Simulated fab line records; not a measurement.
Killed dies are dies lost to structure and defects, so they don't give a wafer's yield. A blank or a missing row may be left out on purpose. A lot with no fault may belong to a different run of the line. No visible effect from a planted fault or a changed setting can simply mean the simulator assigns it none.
fab line records | flow sky130
record: lots: 14 wafers: 42 lastDay: 50
route steps=708 shown LI_CONTACT@382
lots that met no fault: taken from a fault-free run of the same line
startH: hours from the record's first day to the start of the lot's first wafer shown | waitH: hours elapsed since this lot's preceding step | " same as the row above | L1.1+2: a row that stands for several wafers | - value missing, or start not given | * or withheld: withheld | < > ~ a bound
route shown NAME@n: names a module that has steps shown in the file, with the first one's number in the route | usual: mean/standard deviation taken from wafers without a fault | same: alike in all rows | chamber/n: place in a boat | sites: each site's reading | _std_site: standard deviation of those values | _edge_site: the outer-site mean with the inner-site mean subtracted | radiusMm: for every site, how far away it sits from the centre of the wafer | mask NAME#n: copy n | behind: the most recent tool/chamber to have shaped the wafer | hold: the reason the lot was held/the length of the hold in hours/how it ended | device: transistor that didn't switch, given as n, p or np | end of line: tests of these same wafers at the route's end | for a step that has no rows: nothing shown but its recipe | killed: dies that structure and defects cost at the first sort, which is not the same as the wafer's yield | map: a wafer's dies, marking killed ones x, the rest . and places with no die _
set.NAME: the setting as run; set.NAME@STEP: as run at that earlier step | model.NAME: the simulator's own value behind a step, which no gauge read
one table for each step of the route and one row for each wafer, over a sample of lots
services: a tool's chamber out of use, with start hour (startH, from the record's first day; less than 0 if before it), hours out, and reason
== steps ==
step: SKY_LI_CONTACT_SPUTTER_20
recipe: material: TiN targetThkNm: 20 chamberPressurePa: 5 powerW: 4000 timeS: 80
usual: chamberPressurePa: 5.001/0.0097 throttleValvePct: 29.8/0.76
columns lot.wafer tool chamber startH waitH chamberPressurePa throttleValvePct
L539.1 pvdSputter-01 - 675.16 0.0 5.011 30.4
L539.5 " - " " 4.986 30.7
L539.6 " - " " 4.993 29.6
L540.2 pvdSputter-01 - 682.23 0.0 5.009 30.7
L540.3 " - " " 4.972 28.8
L540.4 " - " " 4.991 29.7
L541.3 pvdSputter-03 - 697.69 0.0 4.992 30.0
L541.4 " - " " 4.996 28.3
L541.6 " - " " 4.992 30.0
L544.1 pvdSputter-03 - 713.06 0.0 4.997 28.4
L544.3 " - " " 5.014 30.4
L544.5 " - " " 4.999 28.4
L543.1 pvdSputter-02 - 713.69 0.0 4.986 31.0
L543.3 " - " " 5.017 30.8
L543.6 " - " " 4.996 30.4
L542.1 pvdSputter-02 - 714.93 0.0 5.003 30.5
L542.4 " - " " 5.000 31.0
L542.6 " - " " 5.005 30.9
L545.3 pvdSputter-03 - 718.85 0.0 4.995 28.6
L545.4 " - " " 4.989 30.3
L545.5 " - " " 5.000 28.6
L546.1 pvdSputter-01 - 738.61 0.0 5.000 29.7
L546.2 " - " " 5.013 28.6
L546.4 " - " " 5.008 29.4
L552.2 pvdSputter-01 - 778.82 0.0 5.008 28.7
L552.5 " - " " 5.003 29.0
L552.6 " - " " 5.009 30.5
L553.4 pvdSputter-03 - 786.23 0.0 3.894 32.1
L553.5 " - " " 3.898 32.3
L553.6 " - " " 3.895 34.4
L556.2 pvdSputter-03 - 813.01 0.0 3.889 34.5
L556.3 " - " " 3.872 34.5
L556.5 " - " " 3.884 34.0
L559.2 pvdSputter-02 - 828.58 0.0 4.994 31.0
L559.3 " - " " 5.003 30.8
L559.5 " - " " 4.998 29.5
L560.1 pvdSputter-01 - 829.53 0.0 4.997 29.3
L560.3 " - " " 4.989 30.7
L560.4 " - " " 5.001 28.9
L561.1 pvdSputter-01 - 838.23 0.0 4.996 28.7
L561.3 " - " " 4.994 30.8
L561.5 " - " " 5.003 29.3
== services ==
columns tool chamber startH hours kind
pvdSputter-03 - 662.99 3.5 repair
pvdSputter-03 - 714.53 1.8 repair
pvdSputter-02 - 726.68 1.0 repair
pvdSputter-03 - 763.75 4.4 repair
pvdSputter-02 - 825.14 1.9 repair
pvdSputter-03 - 825.22 0.8 repair
== key ==
firstSign: step: SKY_LI_CONTACT_SPUTTER_20 reading: chamberPressurePa direction: down sigmas: 99+ usual: 5.001 struck: 3.889
effect: step: SKY_LI_CONTACT_SPUTTER_20 reading: throttleValvePct direction: up sigmas: 5.1 usual: 29.8 struck: 33.6
metAt SKY_LI_CONTACT_SPUTTER_20
struckLots L553,L556
testerLeftOut L553,L556
onsetBetween 718.85 786.23
fault: kind: processParameterDrift tool: pvdSputter-03 chamber: - onsetH: 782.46 steps: SKY_LI_CONTACT_SPUTTER_20 channel: chamberPressurePa offset: -1.1162 shape: step endH: 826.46 actsIn: theseRecipesOnly stated: 5
testerLeftOut: of these lots the tester's yield and bins aren't shown, on N5 and GAA mostly nor the transistor test; their killed dies are dies lost to structure and defects alone, not to doping, threshold or leakage, so they don't give the yield
